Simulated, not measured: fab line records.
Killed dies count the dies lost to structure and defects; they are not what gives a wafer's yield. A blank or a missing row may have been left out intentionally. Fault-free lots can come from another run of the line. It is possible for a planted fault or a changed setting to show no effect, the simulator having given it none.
Which tool did it? | flow gf180mcu | 12 lots with 36 wafers sampled at 4 steps, on a route of 602 steps

## WHAT THE GAUGES READ, wafer by wafer
GF_M3_RS_MEAS_05: measures by four-point-probe.
lot  | measured     | on           | M3_ALCU_RS (ohm/sq)
L075 | day 20 16:26 | filmMetro-03 | 0.0686 0.0688 0.0702
L077 | day 21 06:35 | filmMetro-02 | 0.0709 0.0698 0.0703
L079 | day 22 02:08 | filmMetro-03 | 0.0685 0.0691 0.0706
L081 | day 23 04:13 | filmMetro-03 | 0.0702 0.0703 0.0706
L083 | day 23 20:59 | filmMetro-04 | 0.0690 0.0693 0.0692
L085 | day 24 18:40 | filmMetro-02 | 0.0692 0.0688 0.0685
L087 | day 25 15:23 | filmMetro-03 | 0.0693 0.0688 0.0703
L090 | day 26 01:14 | filmMetro-02 | 0.0690 0.0704 0.0689
L089 | day 26 11:35 | filmMetro-02 | 0.0679 0.0693 0.0681
L093 | day 27 02:18 | filmMetro-02 | 0.0703 0.0709 0.0695
L095 | day 27 08:19 | filmMetro-03 | 0.0706 0.0694 0.0697
L097 | day 28 06:50 | filmMetro-02 | 0.0695 0.0683 0.0696

## WHAT TOOL EACH LOT RAN ON (gives the tool, then ch and the chambers of the sampled wafers, and finally the start)
lot  | GF_SAB_STRIP_13                     | GF_M1_SPUTTER_01            | GF_M3_SPUTTER_01
L075 | plasmaAsher-04 ch 0,1, day 15 09:44 | pvdSputter-04, day 16 10:39 | pvdSputter-02, day 20 16:19
L077 | plasmaAsher-04 ch 0,1, day 15 23:34 | pvdSputter-01, day 17 01:00 | pvdSputter-02, day 21 06:27
L079 | plasmaAsher-02 ch 0,1, day 16 19:13 | pvdSputter-01, day 17 20:40 | pvdSputter-04, day 22 02:01
L081 | plasmaAsher-03 ch 0,1, day 17 19:22 | pvdSputter-02, day 18 22:04 | pvdSputter-02, day 23 03:58
L083 | plasmaAsher-03 ch 0,1, day 18 13:04 | pvdSputter-01, day 19 16:13 | pvdSputter-02, day 23 20:52
L085 | plasmaAsher-02 ch 0,1, day 19 13:18 | pvdSputter-01, day 20 16:24 | pvdSputter-04, day 24 18:33
L087 | plasmaAsher-03 ch 0,1, day 20 13:17 | pvdSputter-02, day 21 15:41 | pvdSputter-04, day 25 15:16
L090 | plasmaAsher-02 ch 0,1, day 21 00:38 | pvdSputter-02, day 22 03:09 | pvdSputter-04, day 26 01:07
L089 | plasmaAsher-04 ch 0,1, day 21 09:26 | pvdSputter-04, day 22 12:34 | pvdSputter-01, day 26 11:28
L093 | plasmaAsher-02 ch 0,1, day 22 04:32 | pvdSputter-04, day 23 06:13 | pvdSputter-02, day 27 02:10
L095 | plasmaAsher-03 ch 0,1, day 22 12:29 | pvdSputter-02, day 23 14:04 | pvdSputter-02, day 27 08:11
L097 | plasmaAsher-02 ch 0,1, day 23 13:26 | pvdSputter-04, day 24 14:04 | pvdSputter-01, day 28 06:43
- GF_SAB_STRIP_13: strips in O2/N2.
- GF_M1_SPUTTER_01: material TiN, target thk 30 nm, time 25 s.
- GF_M3_SPUTTER_01: material TiN, target thk 30 nm, time 25 s.

## THE ANSWER, worked out from the rows above alone
Rule: usual is defined by the lots themselves. The widest of any qualifying gaps counts: lots, ordered by their means at a reading, are off when they make up no more than a third of the lots, leave a main group of 4 or more, and stand apart from it by 3 or more times the standard deviation of that group's means. If all means in a main group match to the digits the tables above print for the reading, that group is not used. A lot without any number at a reading at which 4 lots or more have one is off too. All remaining lots with rows at the step are treated as sound.
No lot is off on any of the readings shown, so nothing can be concluded from this.

## WHAT HAD BEEN PUT IN BY THE SIMULATOR
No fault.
